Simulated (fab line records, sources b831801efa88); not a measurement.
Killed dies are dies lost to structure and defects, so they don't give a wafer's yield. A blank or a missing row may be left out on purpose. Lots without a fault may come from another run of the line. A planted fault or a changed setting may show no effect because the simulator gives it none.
fab line records | flow sky130
record lots=11 wafers=33 last_day=50
route steps=708 shown POLY_GATE@205 RES_PROTECT@214 LDD_N@248 PAD_OPEN@708
lots that met no fault: from a run of the same line without faults
start_h: hours from the record's first day to the start of the lot's first wafer shown | wait_h: hours since the lot's step before | " the same as in the row above | L1.1+2: a row that stands for several wafers | - no value, or no start given | * or withheld: withheld | < > ~ a bound
route shown NAME@n: a module of which the file shows steps, and the number in the route of the first | usual: mean/standard deviation of fault-free wafers | same: alike in all rows | chamber/n: place in a boat | sites: the reading at each site | _std_site: their standard deviation | _edge_site: outer sites' mean less inner sites' | radius_mm: how far each site lies from the wafer's centre | mask NAME#n: copy n | behind: the tool/chamber that last shaped the wafer | hold: why the lot was held/for how many hours/how that ended | device: the transistor (n, p or np) that didn't switch | end of line: the same wafers' tests at the end of the route | a step without rows: its recipe alone | killed: dies lost to structure and defects at the first sort, not the wafer's yield | map: a wafer's dies, x killed, . not, _ none there
set.NAME: the setting as run; set.NAME@STEP: as run at that earlier step | model.NAME: the simulator's own value behind a step, which no gauge read
steps of the route over a sample of lots; a table a step, a row a wafer
services: from which hour (start_h, from the record's first day; less than 0 if before it) a tool's chamber was out of use, for how many hours, and why
## steps
# step SKY_POLY_GATE_THK_MEAS_01
# recipe reads=poly-Si_of_POLY_GATE_CVD_00
# usual POLY_GATE_CVD_00_THK=178.8/1.8
# columns lot.wafer tool chamber start_h wait_h POLY_GATE_CVD_00_THK[nm]
L842.3 film_metro-02 - 351.69 0.0 181.3
L842.5 " - " " 180.7
L842.6 " - " " 180.2
L841.4 film_metro-01 - 354.74 0.0 178.5
L841.5 " - " " 178.9
L841.6 " - " " 179.0
L845.1 film_metro-01 - 371.61 0.0 178.3
L845.2 " - " " 178.6
L845.5 " - " " 177.9
L847.1 film_metro-04 - 401.53 0.0 179.1
L847.2 " - " " 178.0
L847.5 " - " " 178.9
L848.3 film_metro-02 - 405.65 0.0 181.0
L848.4 " - " " 181.9
L848.6 " - " " 180.4
L851.2 film_metro-01 - 429.37 0.0 182.7
L851.3 " - " " 180.2
L851.6 " - " " 182.0
L853.3 film_metro-01 - 449.58 0.0 178.0
L853.5 " - " " 179.4
L853.6 " - " " 179.8
L854.3 film_metro-01 - 459.31 0.0 177.4
L854.4 " - " " 176.2
L854.6 " - " " 176.3
L858.3 film_metro-02 - 488.30 0.0 178.7
L858.4 " - " " 178.1
L858.6 " - " " 178.2
L860.2 film_metro-02 - 503.97 0.0 179.3
L860.3 " - " " 178.8
L860.4 " - " " 179.4
L862.3 film_metro-04 - 532.30 0.0 179.8
L862.4 " - " " 178.6
L862.5 " - " " 179.9
# step SKY_RES_PROTECT_STRIP_07
# recipe chemistry=O2/N2 power_w=1400 pressure_mtorr=1500 platen_temp_c=withheld o2_flow_sccm=3000 n2_flow_sccm=300 overash_fraction=0.5
# usual drypump_motor_current_A=5.8/0.34 oes_product_au=0.518/0.0043 strip_time_to_endpoint_s=23.29/0.047
# same overash_fraction=0.5
# columns lot.wafer tool chamber start_h wait_h drypump_motor_current_A oes_product_au rf_hours_counter_h strip_time_to_endpoint_s
L842.3 plasma_asher-03 1 380.76 0.1 6.3 0.521 - 23.29
L842.5 " 1 " " 6.2 0.514 - 23.32
L842.6 " 0 " " 6.2 0.522 - 23.29
L841.4 plasma_asher-01 1 383.93 0.1 5.3 0.524 - 23.17
L841.5 " 0 " " 5.7 0.519 - 23.15
L841.6 " 1 " " 5.3 0.524 - 23.18
L845.1 plasma_asher-01 0 400.58 0.1 5.7 0.516 58 23.29
L845.2 " 1 " " 5.3 0.527 58 23.30
L845.5 " 1 " " 5.3 0.518 - 23.26
L847.1 plasma_asher-02 1 431.04 0.1 6.0 0.522 69 23.23
L847.2 " 0 " " 5.8 0.523 69 23.19
L847.5 " 1 " " 6.0 0.512 - 23.22
L848.3 plasma_asher-03 0 436.03 0.1 6.3 0.519 - 23.36
L848.4 " 1 " " 6.2 0.514 - 23.33
L848.6 " 0 " " 6.2 0.517 - 23.42
L851.2 plasma_asher-02 1 460.13 0.1 6.0 0.522 72 23.36
L851.3 " 0 " " 5.8 0.519 - 23.33
L851.6 " 0 " " 5.8 0.510 - 23.33
L853.3 plasma_asher-02 0 480.21 0.1 5.8 0.520 - 23.30
L853.5 " 0 " " 5.8 0.524 - 23.34
L853.6 " 1 " " 6.1 0.510 - 23.34
L854.3 plasma_asher-03 1 489.48 0.1 6.2 0.516 - 23.33
L854.4 " 0 " " 6.2 0.520 - 23.34
L854.6 " 1 " " 6.2 0.514 - 23.33
L858.3 plasma_asher-02 1 518.61 0.1 6.1 0.517 - 23.28
L858.4 " 0 " " 5.8 0.510 - 23.22
L858.6 " 1 " " 6.1 0.521 - 23.29
L860.2 plasma_asher-01 1 534.04 0.1 5.3 0.519 73 23.28
L860.3 " 1 " " 5.3 0.513 - 23.30
L860.4 " 0 " " 5.7 0.520 - 23.28
L862.3 plasma_asher-01 0 561.83 0.1 5.7 0.514 - 23.34
L862.4 " 1 " " 5.3 0.519 - 23.35
L862.5 " 0 " " 5.7 0.521 - 23.31
# step SKY_POLY_GATE_THK_MEAS_21
# recipe reads=SiO2_of_POLY_GATE_OXIDATION_20
# usual POLY_GATE_OXIDATION_THK=3.96/0.084
# columns lot.wafer tool chamber start_h wait_h POLY_GATE_OXIDATION_THK[nm]
L842.3 film_metro-02 - 414.30 0.0 3.93
L842.5 " - " " 3.95
L842.6 " - " " 3.95
L841.4 film_metro-04 - 416.90 0.0 3.93
L841.5 " - " " 4.06
L841.6 " - " " 4.03
L845.1 film_metro-02 - 435.96 0.0 3.96
L845.2 " - " " 3.95
L845.5 " - " " 3.95
L847.1 film_metro-01 - 465.89 0.0 3.99
L847.2 " - " " 3.95
L847.5 " - " " 3.99
L848.3 film_metro-04 - 470.71 0.0 4.02
L848.4 " - " " 4.04
L848.6 " - " " 4.04
L851.2 film_metro-02 - 497.01 0.0 3.76
L851.3 " - " " 3.79
L851.6 " - " " 3.75
L853.3 film_metro-04 - 514.40 0.0 3.97
L853.5 " - " " 4.03
L853.6 " - " " 4.06
L854.3 film_metro-04 - 523.11 0.0 4.02
L854.4 " - " " 3.99
L854.6 " - " " 3.99
L858.3 film_metro-04 - 553.06 0.0 3.90
L858.4 " - " " 3.95
L858.6 " - " " 3.83
L860.2 film_metro-04 - 568.15 0.0 4.04
L860.3 " - " " 4.10
L860.4 " - " " 4.03
L862.3 film_metro-01 - 593.96 0.0 3.90
L862.4 " - " " 3.87
L862.5 " - " " 3.89
# step SKY_LDD_N_IMPLANT_11
# recipe species=As energy_kev=20 dose_cm2=7.5e+13 tilt_deg=withheld rotation_deg=293
# usual dose_ions_cm2=7.498e+13/8.5e+10 end_station_pressure_torr=5.34e-06/2.6e-07 faraday_current_uA=423/8.5
# columns lot.wafer tool chamber start_h wait_h dose_ions_cm2 end_station_pressure_torr faraday_current_uA
L842.3 implanter-04 0 445.78 0.1 7.514e+13 5.25e-06 423
L842.5 " 0 " " 7.506e+13 5.3e-06 418
L842.6 " 0 " " 7.5e+13 5.74e-06 417
L841.4 implanter-03 0 447.30 0.1 7.48e+13 5.5e-06 432
L841.5 " 0 " " 7.505e+13 5.33e-06 429
L841.6 " 0 " " 7.487e+13 5.06e-06 428
L845.1 implanter-03 0 467.67 0.1 7.516e+13 5.39e-06 409
L845.2 " 0 " " 7.508e+13 5.06e-06 422
L845.5 " 0 " " 7.496e+13 5.49e-06 424
L847.1 implanter-02 0 496.82 0.1 7.489e+13 5.36e-06 421
L847.2 " 0 " " 7.494e+13 5.11e-06 422
L847.5 " 0 " " 7.484e+13 5.56e-06 426
L848.3 implanter-02 0 501.43 0.1 7.5e+13 5.63e-06 412
L848.4 " 0 " " 7.501e+13 5.25e-06 432
L848.6 " 0 " " 7.51e+13 5.15e-06 414
L851.2 implanter-02 0 528.24 0.1 4.58e+13 5.71e-06 255
L851.3 " 0 " " 4.583e+13 4.68e-06 259
L851.6 " 0 " " 4.572e+13 5.13e-06 249
L853.3 implanter-02 0 545.23 0.1 4.574e+13 4.93e-06 254
L853.5 " 0 " " 4.574e+13 5.31e-06 261
L853.6 " 0 " " 4.585e+13 5.02e-06 261
L854.3 implanter-03 0 553.68 0.1 7.499e+13 4.56e-06 417
L854.4 " 0 " " 7.492e+13 5.4e-06 429
L854.6 " 0 " " 7.504e+13 5.02e-06 412
L858.3 implanter-04 0 582.92 0.1 7.502e+13 5.41e-06 428
L858.4 " 0 " " 7.5e+13 5.16e-06 418
L858.6 " 0 " " 7.496e+13 5.49e-06 428
L860.2 implanter-03 0 597.64 0.1 7.501e+13 5.29e-06 431
L860.3 " 0 " " 7.505e+13 5.18e-06 433
L860.4 " 0 " " 7.491e+13 5.55e-06 420
L862.3 implanter-04 0 623.73 0.1 7.502e+13 5.4e-06 419
L862.4 " 0 " " 7.509e+13 5.4e-06 427
L862.5 " 0 " " 7.508e+13 5.66e-06 413
# step SKY_LDD_N_STRIP_16
# recipe chemistry=O2/N2 power_w=1400 pressure_mtorr=1500 platen_temp_c=withheld o2_flow_sccm=3000 n2_flow_sccm=300 overash_fraction=0.5
# usual drypump_motor_current_A=5.7/0.47 oes_product_au=0.406/0.0043 strip_time_to_endpoint_s=4.311/0.014
# same overash_fraction=0.5
# columns lot.wafer tool chamber start_h wait_h drypump_motor_current_A oes_product_au rf_hours_counter_h strip_time_to_endpoint_s
L842.3 plasma_asher-03 1 446.51 0.1 6.2 0.406 - 4.326
L842.5 " 0 " " 6.2 0.402 - 4.293
L842.6 " 1 " " 6.2 0.404 - 4.319
L841.4 plasma_asher-03 0 448.01 0.1 6.3 0.405 - 4.300
L841.5 " 0 " " 6.2 0.415 - 4.320
L841.6 " 1 " " 6.2 0.408 - 4.326
L845.1 plasma_asher-01 1 468.42 0.1 5.3 0.400 66 4.307
L845.2 " 0 " " 5.7 0.403 66 4.309
L845.5 " 1 " " 5.3 0.406 - 4.321
L847.1 plasma_asher-04 1 497.57 0.1 4.9 0.402 7 4.294
L847.2 " 0 " " 5.6 0.403 7 4.305
L847.5 " 0 " " 5.6 0.407 - 4.299
L848.3 plasma_asher-04 1 502.16 0.1 4.9 0.413 - 4.296
L848.4 " 0 " " 5.6 0.407 - 4.313
L848.6 " 0 " " 5.6 0.414 - 4.294
L851.2 plasma_asher-01 1 528.97 0.1 5.3 0.410 72 4.232
L851.3 " 1 " " 5.3 0.407 - 4.229
L851.6 " 0 " " 5.7 0.404 - 4.221
L853.3 plasma_asher-01 1 545.96 0.1 5.3 0.415 - 4.212
L853.5 " 1 " " 5.3 0.412 - 4.225
L853.6 " 0 " " 5.6 0.414 - 4.224
L854.3 plasma_asher-03 1 554.41 0.1 6.2 0.399 - 4.331
L854.4 " 0 " " 6.2 0.410 - 4.322
L854.6 " 0 " " 6.2 0.401 - 4.329
L858.3 plasma_asher-03 0 583.65 0.1 6.2 0.402 - 4.302
L858.4 " 1 " " 6.2 0.410 - 4.282
L858.6 " 0 " " 6.3 0.407 - 4.296
L860.2 plasma_asher-03 0 598.37 0.1 6.2 0.411 48 4.287
L860.3 " 0 " " 6.2 0.407 - 4.323
L860.4 " 1 " " 6.2 0.416 - 4.312
L862.3 plasma_asher-01 0 624.46 0.1 5.7 0.414 - 4.306
L862.4 " 1 " " 5.3 0.403 - 4.300
L862.5 " 1 " " 5.3 0.403 - 4.306
# step SKY_LDD_N_TW_MEAS_17
# usual LDD_N_TW=2552/16
# columns lot.wafer tool chamber start_h wait_h LDD_N_TW
L842.3 film_metro-03 - 446.60 0.1 2532
L842.5 " - " " 2544
L842.6 " - " " 2526
L841.4 film_metro-02 - 448.11 0.1 2528
L841.5 " - " " 2538
L841.6 " - " " 2530
L845.1 film_metro-01 - 468.52 0.1 2561
L845.2 " - " " 2573
L845.5 " - " " 2558
L847.1 film_metro-03 - 497.67 0.1 2555
L847.2 " - " " 2544
L847.5 " - " " 2550
L848.3 film_metro-01 - 502.25 0.1 2548
L848.4 " - " " 2528
L848.6 " - " " 2557
L851.2 film_metro-02 - 529.08 0.1 2487
L851.3 " - " " 2475
L851.6 " - " " 2483
L853.3 film_metro-01 - 546.05 0.1 2519
L853.5 " - " " 2525
L853.6 " - " " 2508
L854.3 film_metro-01 - 554.50 0.1 2559
L854.4 " - " " 2558
L854.6 " - " " 2562
L858.3 film_metro-03 - 583.74 0.1 2540
L858.4 " - " " 2538
L858.6 " - " " 2532
L860.2 film_metro-02 - 598.48 0.1 2528
L860.3 " - " " 2530
L860.4 " - " " 2538
L862.3 film_metro-01 - 624.55 0.1 2556
L862.4 " - " " 2576
L862.5 " - " " 2579
# step SKY_PAD_OPEN_PROBE_99
# usual killed_at_M0_to_M3=43/7.8 killed_at_M4_up=3.2/1.9 killed_at_contacts=24/5 killed_at_front_end=14/4.5 killed_at_other=0.2/0.41 killed_dies=84/9.6 killed_open=47/6.9 killed_short=38/6
# same gross_dies=492 killed_at_back_side=0
# columns lot.wafer tool chamber start_h wait_h killed_at_M0_to_M3 killed_at_M4_up killed_at_contacts killed_at_front_end killed_at_other killed_dies killed_open killed_short
L842.3 prober-02 - 1097.05 0.2 50 3 26 8 0 87 48 39
L842.5 prober-02 - 1097.15 0.2 38 4 30 15 0 87 50 37
L842.6 prober-02 - 1097.20 0.2 39 3 29 14 1 86 38 48
L841.4 prober-01 - 1105.37 0.2 54 3 18 19 0 94 47 47
L841.5 prober-01 - 1105.42 0.2 32 9 31 12 0 84 49 35
L841.6 prober-01 - 1105.47 0.2 39 6 18 19 0 82 52 30
L845.1 prober-02 - 1117.11 0.1 40 7 22 10 1 80 41 39
L845.2 prober-02 - 1117.16 0.1 42 5 23 14 0 84 47 37
L845.5 prober-02 - 1117.31 0.2 32 3 23 18 1 77 38 39
L847.1 prober-02 - 1132.10 0.1 54 2 34 16 0 106 58 48
L847.2 prober-02 - 1132.15 0.1 47 3 42 18 0 110 57 53
L847.5 prober-02 - 1132.30 0.2 56 2 28 13 0 99 52 47
L848.3 prober-01 - 1139.56 0.2 51 3 21 10 0 85 46 39
L848.4 prober-01 - 1139.61 0.2 38 1 35 10 0 84 47 37
L848.6 prober-01 - 1139.71 0.2 35 7 21 16 0 79 48 31
L851.2 prober-02 - 1155.75 0.1 40 4 20 19 0 83 45 38
L851.3 prober-02 - 1155.80 0.2 24 4 20 10 0 58 35 23
L851.6 prober-02 - 1155.95 0.2 53 3 21 12 0 89 54 35
L853.3 prober-02 - 1168.70 0.2 41 3 21 9 0 74 46 28
L853.5 prober-02 - 1168.80 0.2 54 2 21 22 0 99 58 41
L853.6 prober-02 - 1168.85 0.2 47 6 23 12 1 89 41 48
L854.3 prober-01 - 1175.12 0.2 33 1 18 10 0 62 28 34
L854.4 prober-01 - 1175.17 0.2 36 5 19 14 0 74 41 33
L854.6 prober-01 - 1175.27 0.2 38 2 22 15 1 78 42 36
L858.3 prober-01 - 1187.77 0.2 42 2 20 21 0 85 54 31
L858.4 prober-01 - 1187.82 0.2 36 2 26 11 0 75 36 39
L858.6 prober-01 - 1187.92 0.2 37 2 22 14 0 75 36 39
L860.2 prober-01 - 1195.40 0.1 49 0 26 17 0 92 49 43
L860.3 prober-01 - 1195.45 0.2 57 5 25 10 0 97 39 58
L860.4 prober-01 - 1195.50 0.2 37 3 27 18 0 85 43 42
L862.3 prober-01 - 1207.66 0.2 49 6 24 11 0 90 46 44
L862.4 prober-01 - 1207.71 0.2 55 1 17 11 0 84 49 35
L862.5 prober-01 - 1207.76 0.2 38 3 23 12 0 76 38 38
# killed by level:class
L842.3 VIA1:geometric_particle:open=11 CONTACT:geometric_particle:open=9 VIA3:geometric_particle:open=8 VIA2:geometric_particle:open=7 LOCAL_INTERCONNECT:geometric_particle:short=6 LI_CONTACT:geometric_particle:open=5 METAL1:geometric_particle:short=5 VIA3:geometric_particle:short=5
L842.5 VIA1:geometric_particle:open=10 LI_CONTACT:geometric_particle:open=8 CONTACT:geometric_particle:open=7 VIA3:geometric_particle:open=7 POLY_GATE:geometric_particle:open=6 POLY_GATE:geometric_particle:short=4 LI_CONTACT:geometric_particle:short=4 LOCAL_INTERCONNECT:geometric_particle:short=4
L842.6 LI_CONTACT:geometric_particle:short=7 CONTACT:geometric_particle:open=7 VIA3:geometric_particle:open=7 LOCAL_INTERCONNECT:geometric_particle:short=6 METAL1:geometric_particle:short=6 VIA1:geometric_particle:open=6 LI_CONTACT:geometric_particle:open=5 VIA3:geometric_particle:short=5
L841.4 VIA1:geometric_particle:short=10 VIA2:geometric_particle:open=9 VIA1:geometric_particle:open=9 METAL1:geometric_particle:short=7 FIELD_ISO:geometric_particle:open=5 POLY_GATE:geometric_particle:short=5 LI_CONTACT:geometric_particle:short=5 CONTACT:geometric_particle:open=5
L841.5 CONTACT:geometric_particle:open=10 LI_CONTACT:geometric_particle:open=9 VIA1:geometric_particle:open=8 METAL4:geometric_particle:short=8 METAL2:geometric_particle:short=7 FIELD_ISO:geometric_particle:short=4 LOCAL_INTERCONNECT:geometric_particle:short=4 CONTACT:geometric_particle:short=4
L841.6 CONTACT:geometric_particle:open=10 VIA1:geometric_particle:open=9 VIA2:geometric_particle:open=8 FIELD_ISO:geometric_particle:open=6 METAL2:geometric_particle:short=6 POLY_GATE:geometric_particle:open=4 VIA3:geometric_particle:open=4 POLY_GATE:geometric_particle:short=3
L845.1 VIA2:geometric_particle:open=7 LI_CONTACT:geometric_particle:open=6 CONTACT:geometric_particle:open=5 VIA3:geometric_particle:open=5 VIA1:geometric_particle:open=5 METAL4:geometric_particle:short=5 LOCAL_INTERCONNECT:geometric_particle:short=4 VIA1:geometric_particle:short=4
L845.2 VIA1:geometric_particle:open=11 VIA3:geometric_particle:open=8 CONTACT:geometric_particle:open=7 LOCAL_INTERCONNECT:geometric_particle:short=6 CONTACT:geometric_particle:short=6 METAL1:geometric_particle:short=6 VIA2:geometric_particle:open=6 POLY_GATE:geometric_particle:open=5
L845.5 CONTACT:geometric_particle:open=7 FIELD_ISO:geometric_particle:short=6 VIA1:geometric_particle:open=6 POLY_GATE:geometric_particle:open=5 VIA3:geometric_particle:open=5 CONTACT:geometric_particle:short=5 METAL1:geometric_particle:short=5 LOCAL_INTERCONNECT:geometric_particle:short=4
L847.1 CONTACT:geometric_particle:open=16 VIA1:geometric_particle:open=14 METAL1:geometric_particle:short=7 FIELD_ISO:geometric_particle:short=6 VIA3:geometric_particle:open=6 LI_CONTACT:geometric_particle:open=6 METAL3:geometric_particle:short=6 FIELD_ISO:geometric_particle:open=5
L847.2 CONTACT:geometric_particle:open=13 LI_CONTACT:geometric_particle:open=9 VIA1:geometric_particle:open=8 METAL2:geometric_particle:short=7 VIA3:geometric_particle:short=6 LOCAL_INTERCONNECT:geometric_particle:short=6 CONTACT:geometric_particle:short=6 VIA2:geometric_particle:open=6
L847.5 VIA1:geometric_particle:open=12 VIA3:geometric_particle:open=11 CONTACT:geometric_particle:short=8 CONTACT:geometric_particle:open=8 VIA2:geometric_particle:short=7 LOCAL_INTERCONNECT:geometric_particle:short=6 METAL3:geometric_particle:short=5 VIA2:geometric_particle:open=5
L848.3 VIA1:geometric_particle:open=15 VIA1:geometric_particle:short=10 LI_CONTACT:geometric_particle:open=6 METAL2:geometric_particle:short=6 VIA3:geometric_particle:open=6 LOCAL_INTERCONNECT:geometric_particle:short=5 CONTACT:geometric_particle:open=5 VIA2:geometric_particle:open=4
L848.4 CONTACT:geometric_particle:open=10 LI_CONTACT:geometric_particle:open=9 VIA1:geometric_particle:open=8 VIA2:geometric_particle:open=6 LI_CONTACT:geometric_particle:short=5 LOCAL_INTERCONNECT:geometric_particle:short=5 CONTACT:geometric_particle:short=5 VIA2:geometric_particle:short=5
L848.6 VIA1:geometric_particle:open=13 CONTACT:geometric_particle:open=11 FIELD_ISO:geometric_particle:open=5 METAL4:geometric_particle:short=5 VIA3:geometric_particle:open=4 VIA2:geometric_particle:open=4 FIELD_ISO:geometric_particle:short=3 SPACER:geometric_particle:open=3
L851.2 VIA1:geometric_particle:open=11 CONTACT:geometric_particle:open=7 FIELD_ISO:geometric_particle:open=6 VIA2:geometric_particle:open=6 POLY_GATE:geometric_particle:short=5 LI_CONTACT:geometric_particle:open=5 VIA3:geometric_particle:open=5 VIA1:geometric_particle:short=4
L851.3 VIA1:geometric_particle:open=10 LI_CONTACT:geometric_particle:open=7 CONTACT:geometric_particle:open=7 FIELD_ISO:geometric_particle:short=5 METAL4:geometric_particle:short=4 VIA2:geometric_particle:open=3 LI_CONTACT:geometric_particle:short=3 VIA3:geometric_particle:open=3
L851.6 VIA2:geometric_particle:open=12 METAL1:geometric_particle:short=10 VIA1:geometric_particle:open=10 VIA3:geometric_particle:open=9 CONTACT:geometric_particle:open=7 CONTACT:geometric_particle:short=6 FIELD_ISO:geometric_particle:open=4 LI_CONTACT:geometric_particle:open=3
L853.3 VIA1:geometric_particle:open=9 CONTACT:geometric_particle:open=7 LI_CONTACT:geometric_particle:open=7 VIA3:geometric_particle:short=6 VIA3:geometric_particle:open=6 POLY_GATE:geometric_particle:open=4 VIA1:geometric_particle:short=4 VIA2:geometric_particle:open=3
L853.5 VIA2:geometric_particle:open=13 VIA1:geometric_particle:open=12 FIELD_ISO:geometric_particle:open=11 CONTACT:geometric_particle:short=7 VIA3:geometric_particle:open=7 LOCAL_INTERCONNECT:geometric_particle:short=6 METAL1:geometric_particle:short=6 VIA1:geometric_particle:short=5
L853.6 CONTACT:geometric_particle:open=10 METAL1:geometric_particle:short=9 VIA1:geometric_particle:open=9 METAL2:geometric_particle:short=7 VIA3:geometric_particle:open=7 LOCAL_INTERCONNECT:geometric_particle:short=6 POLY_GATE:geometric_particle:open=4 POLY_GATE:geometric_particle:short=4
L854.3 METAL1:geometric_particle:short=8 LI_CONTACT:geometric_particle:open=7 VIA1:geometric_particle:open=4 LI_CONTACT:geometric_particle:short=4 VIA3:geometric_particle:open=4 LOCAL_INTERCONNECT:geometric_particle:short=3 CONTACT:geometric_particle:open=3 METAL1:geometric_particle:open=3
L854.4 CONTACT:geometric_particle:open=8 VIA1:geometric_particle:open=8 FIELD_ISO:geometric_particle:short=4 LI_CONTACT:geometric_particle:open=4 METAL2:geometric_particle:short=4 VIA3:geometric_particle:open=4 FIELD_ISO:geometric_particle:open=3 POLY_GATE:geometric_particle:open=3
L854.6 LI_CONTACT:geometric_particle:open=9 METAL1:geometric_particle:short=8 CONTACT:geometric_particle:open=7 VIA3:geometric_particle:open=7 METAL2:geometric_particle:short=6 VIA1:geometric_particle:open=6 FIELD_ISO:geometric_particle:short=5 FIELD_ISO:geometric_particle:open=3
L858.3 VIA1:geometric_particle:open=11 CONTACT:geometric_particle:open=8 VIA3:geometric_particle:open=8 METAL1:geometric_particle:short=7 FIELD_ISO:geometric_particle:open=6 LI_CONTACT:geometric_particle:open=6 POLY_GATE:geometric_particle:short=5 VIA2:geometric_particle:open=5
L858.4 CONTACT:geometric_particle:open=9 VIA2:geometric_particle:open=7 LOCAL_INTERCONNECT:geometric_particle:short=6 CONTACT:geometric_particle:short=5 LI_CONTACT:geometric_particle:open=5 METAL2:geometric_particle:short=5 VIA1:geometric_particle:short=5 VIA1:geometric_particle:open=5
L858.6 VIA1:geometric_particle:open=9 LI_CONTACT:geometric_particle:open=7 CONTACT:geometric_particle:open=5 VIA1:geometric_particle:short=5 FIELD_ISO:geometric_particle:short=4 LOCAL_INTERCONNECT:geometric_particle:short=4 METAL1:geometric_particle:short=4 METAL2:geometric_particle:short=4
L860.2 METAL2:geometric_particle:short=9 VIA3:geometric_particle:open=9 LI_CONTACT:geometric_particle:open=7 VIA1:geometric_particle:open=7 FIELD_ISO:geometric_particle:open=6 LOCAL_INTERCONNECT:geometric_particle:short=6 CONTACT:geometric_particle:short=5 CONTACT:geometric_particle:open=5
L860.3 VIA1:geometric_particle:open=11 LOCAL_INTERCONNECT:geometric_particle:short=9 METAL1:geometric_particle:short=8 METAL3:geometric_particle:short=7 METAL2:geometric_particle:short=6 VIA1:geometric_particle:short=6 VIA2:geometric_particle:open=6 CONTACT:geometric_particle:short=5
L860.4 LI_CONTACT:geometric_particle:open=11 METAL2:geometric_particle:short=7 VIA2:geometric_particle:open=7 LOCAL_INTERCONNECT:geometric_particle:short=6 VIA1:geometric_particle:open=6 POLY_GATE:geometric_particle:open=5 CONTACT:geometric_particle:short=5 CONTACT:geometric_particle:open=5
L862.3 VIA1:geometric_particle:open=12 CONTACT:geometric_particle:open=9 VIA2:geometric_particle:open=8 CONTACT:geometric_particle:short=6 METAL2:geometric_particle:short=5 LOCAL_INTERCONNECT:geometric_particle:short=5 POLY_GATE:geometric_particle:short=4 METAL1:geometric_particle:short=4
L862.4 VIA1:geometric_particle:open=16 VIA2:geometric_particle:open=12 VIA1:geometric_particle:short=8 METAL1:geometric_particle:short=5 CONTACT:geometric_particle:open=5 METAL3:geometric_particle:short=4 LI_CONTACT:geometric_particle:open=4 VIA2:geometric_particle:short=4
L862.5 LI_CONTACT:geometric_particle:open=7 VIA3:geometric_particle:open=6 VIA1:geometric_particle:open=6 FIELD_ISO:geometric_particle:short=5 LOCAL_INTERCONNECT:geometric_particle:short=5 CONTACT:geometric_particle:open=5 METAL1:geometric_particle:short=5 VIA1:geometric_particle:short=5
## services
# columns tool chamber start_h hours kind
plasma_asher-03 - 371.09 4.2 repair
plasma_asher-03 - 376.37 1.2 repair
implanter-02 - 379.24 3.7 repair
implanter-02 - 383.08 1.3 repair
plasma_asher-02 - 390.57 28.1 pm
implanter-04 - 415.78 4.3 pm
plasma_asher-04 - 421.25 9.0 pm
plasma_asher-04 - 423.40 4.6 repair
plasma_asher-03 - 424.96 4.3 pm
implanter-04 - 426.73 1.8 repair
plasma_asher-04 - 462.35 2.8 pm
implanter-02 - 466.89 6.2 repair
implanter-03 - 469.64 6.1 repair
plasma_asher-03 - 474.88 5.8 pm
implanter-03 - 489.33 2.2 repair
implanter-04 - 492.94 60.8 repair
plasma_asher-04 - 519.57 1.4 repair
plasma_asher-02 - 532.78 2.8 pm
plasma_asher-02 - 541.63 0.8 repair
plasma_asher-02 - 547.93 28.2 repair
implanter-02 - 553.15 4.6 pm
implanter-02 - 580.81 10.6 repair
plasma_asher-04 - 595.59 1.7 repair
implanter-03 - 609.67 2.9 pm
## key
first_sign step=SKY_LDD_N_IMPLANT_11 reading=dose_ions_cm2 direction=down sigmas=99+ usual=* struck=*
effect step=SKY_LDD_N_IMPLANT_11 reading=faraday_current_uA direction=down sigmas=20 usual=423 struck=256
effect step=SKY_LDD_N_STRIP_16 reading=strip_time_to_endpoint_s direction=down sigmas=6.4 usual=* struck=*
effect step=SKY_LDD_N_TW_MEAS_17 reading=LDD_N_TW direction=down sigmas=3.2 usual=2552 struck=2499
met_at SKY_LDD_N_IMPLANT_11
struck_lots L851,L853
tester_left_out L851,L853
not_acting_at SKY_POLY_GATE_THK_MEAS_01,SKY_RES_PROTECT_STRIP_07,SKY_POLY_GATE_THK_MEAS_21
onset_between 501.43 528.24
fault kind=process_parameter_drift tool=implanter-02 chamber=- onset_h=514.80 steps=SKY_LDD_N_IMPLANT_11 channel=dose_cm2 offset=* shape=step end_h=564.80 acts_in=* stated=*
# tester_left_out: of these lots the tester's yield and bins aren't shown, on N5 and GAA mostly nor the transistor test; their killed dies are dies lost to structure and defects alone, not to doping, threshold or leakage, so they don't give the yield
